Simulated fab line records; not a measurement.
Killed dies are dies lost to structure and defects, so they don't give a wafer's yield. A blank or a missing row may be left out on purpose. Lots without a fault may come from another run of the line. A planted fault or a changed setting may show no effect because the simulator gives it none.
Which of the tools did it? | flow sfq_line | 7 lots, 21 wafers sampled, at 2 steps of a route of 325

## WHAT THE GAUGES SHOWED, per wafer
SFQ_M2_RS_MEAS_914: the measuring method here is four-point-probe.
lot  | measured     | on            | M2_NB_RS (ohm/sq)
L995 | day 16 23:29 | film_metro-02 | 0.898 0.911 0.901
L997 | day 20 17:40 | film_metro-01 | 0.897 0.898 0.901
L999 | day 21 09:25 | film_metro-04 | 0.882 0.906 0.899
L110 | day 26 07:40 | film_metro-04 | 0.881 0.883 0.880
L113 | day 26 17:01 | film_metro-02 | 0.879 0.898 0.879
L115 | day 27 00:39 | film_metro-04 | 0.903 0.891 0.897
L117 | day 27 16:20 | film_metro-04 | 0.898 0.874 0.896

## WHAT TOOL EACH LOT RAN ON (gives the tool, then ch and the chambers of the sampled wafers, and finally the start)
lot  | SFQ_TRILAYER_L0_DEP_SPUTTER_003
L995 | pvd_sputter-06, day 1 17:29
L997 | pvd_sputter-03, day 2 03:29
L999 | pvd_sputter-06, day 2 13:29
L110 | pvd_sputter-06, day 4 20:29
L113 | pvd_sputter-03, day 5 11:29
L115 | pvd_sputter-06, day 5 21:29
L117 | pvd_sputter-06, day 6 07:29
- SFQ_TRILAYER_L0_DEP_SPUTTER_003: material MoNx KI, target thk 40 nm, time 100 s.

## THE ANSWER, worked out from the rows above alone
Rule: usual is defined by the lots themselves. Put in order of their means at a reading, lots are off if they are a third of the lots or fewer, leave a main group of 4 or more, and stand apart from it by a gap of 3 or more times the standard deviation of the main group's means; of several such gaps the widest counts. A main group is skipped when, at the precision printed for the reading in the tables above, its means are all equal. A lot without any number at a reading at which 4 lots or more have one is off too. The other lots that the step has rows for count as sound.
No lot is off on any of the readings shown, so nothing can be concluded from this.

## WHAT THE SIMULATOR HAD PUT IN
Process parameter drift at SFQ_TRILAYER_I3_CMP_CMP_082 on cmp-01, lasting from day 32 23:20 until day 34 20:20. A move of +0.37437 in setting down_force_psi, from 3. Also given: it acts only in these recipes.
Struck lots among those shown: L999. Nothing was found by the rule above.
